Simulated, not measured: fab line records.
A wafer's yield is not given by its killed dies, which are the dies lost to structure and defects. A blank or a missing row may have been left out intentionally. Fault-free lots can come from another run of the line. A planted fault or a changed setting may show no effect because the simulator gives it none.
Struck lot and sound lot, side by side ; flow sky130 ; 14 steps out of a route of 708
Sound: these wafers, L999.2, L999.4, L999.6. The struck wafers were L101.1, L101.5, L101.6. Last of all comes the cause.
At each step with rows: each side's tool, then ch and its chambers, then its first start. Under that, the readings that differ: sound wafers ; struck wafers ; difference of the means ; sigmas: that difference in standard deviations of wafers without a fault.
alike: words and numbers the same on both sides, and readings whose means are apart by under 2 such deviations; not compared: readings that were withheld, readings missing a value for some wafer, numbers with overlapping values and no deviation given by the record, and bounds like >300 which may hide the same value.
The two part at a step that has a row with sigmas, a row that says differs or no value, or rows on one side only. When numbers do not overlap yet have no deviation, they are printed without sigmas and do not part them. A reading that every wafer of one side lacks parts them only if that side has two wafers or more.

first, 4 steps without rows for these wafers: SKY_VIA3_SOFTBAKE_08 (time 90 s); SKY_VIA3_EXPOSE_09 (exposes mask VIM3, target cd 200 nm); SKY_VIA3_PEB_10; SKY_VIA3_DEVELOP_11 (develop time 60 s).
SKY_VIA3_CD_MEAS_12 targets a cd of 200 nm.
  struck on cd_sem-01, day 40 22:14; sound on cd_sem-01, day 40 14:17
  alike: cd_nm
SKY_VIA3_OVL_MEAS_13:
  struck on overlay-02, day 40 22:22; sound on overlay-02, day 40 14:24
reading;sound;struck;difference;sigmas
VIA3_OVL (nm);-10 -6 -8;5 -1 8;+12;+2
SKY_VIA3_ETCH_14: etches BARC in N2/H2, stops on SiO2, time 45.9 s, target depth 60 nm.
  sound on rie_diel-01 ch 0,1,3, day 40 14:26; struck on rie_diel-01 ch 0,3, day 40 22:23
  alike: drypump_motor_current_A, oes_product_au, throttle_valve_pct
  not compared: rf_hours_counter_h
SKY_VIA3_ETCH_15: etches SiO2 in C4F8/O2/Ar, stops on TiN, target depth 507 nm, time 78 s.
  sound on rie_diel-01 ch 0,1,3, day 40 14:28; struck on rie_diel-01 ch 0,3, day 40 22:26
  alike: oes_product_au
  not compared: rf_hours_counter_h
SKY_VIA3_STRIP_16: strips in O2/N2.
  sound on plasma_asher-03 ch 0, day 40 14:32; struck on plasma_asher-02 ch 0,1, day 40 22:29
  alike: drypump_motor_current_A, oes_product_au, strip_time_to_endpoint_s
  not compared: rf_hours_counter_h
then, 3 steps without rows for these wafers: SKY_VIA3_STRIP_17 (strips in post etch residue remover, time 1200 s); SKY_VIA3_CLEAN_18 (cleans in IPA, time 180 s); SKY_VIA3_CLEAN_19 (cleans in O3/DIW).
SKY_VIA3_SPUTTER_20: material TiN, target thk 20 nm, time 80 s.
  struck on pvd_sputter-01, day 40 23:11; sound on pvd_sputter-01, day 40 15:07
  no value came back on the struck wafers for cathode_dc_power_W (W), chamber_pressure_pa (Pa), throttle_valve_pct (%), time_s (s); on the sound wafers cathode_dc_power_W (W) reads 4000.1 3998.5 4000.5
SKY_VIA3_CVD_21: deposits W, target thk 390 nm, time 117.31 s.
  sound on cvd_w-02 ch 0,1, day 40 15:11; struck on cvd_w-01 ch 0,1, day 40 23:15
  alike: heater_power_w

WHERE THEY PART
Earliest at SKY_VIA3_OVL_MEAS_13; latest, in this record, at SKY_VIA3_SPUTTER_20. Later steps at which nothing parts them and some readings are alike: SKY_VIA3_CVD_21.

WHY: what the simulator had put in
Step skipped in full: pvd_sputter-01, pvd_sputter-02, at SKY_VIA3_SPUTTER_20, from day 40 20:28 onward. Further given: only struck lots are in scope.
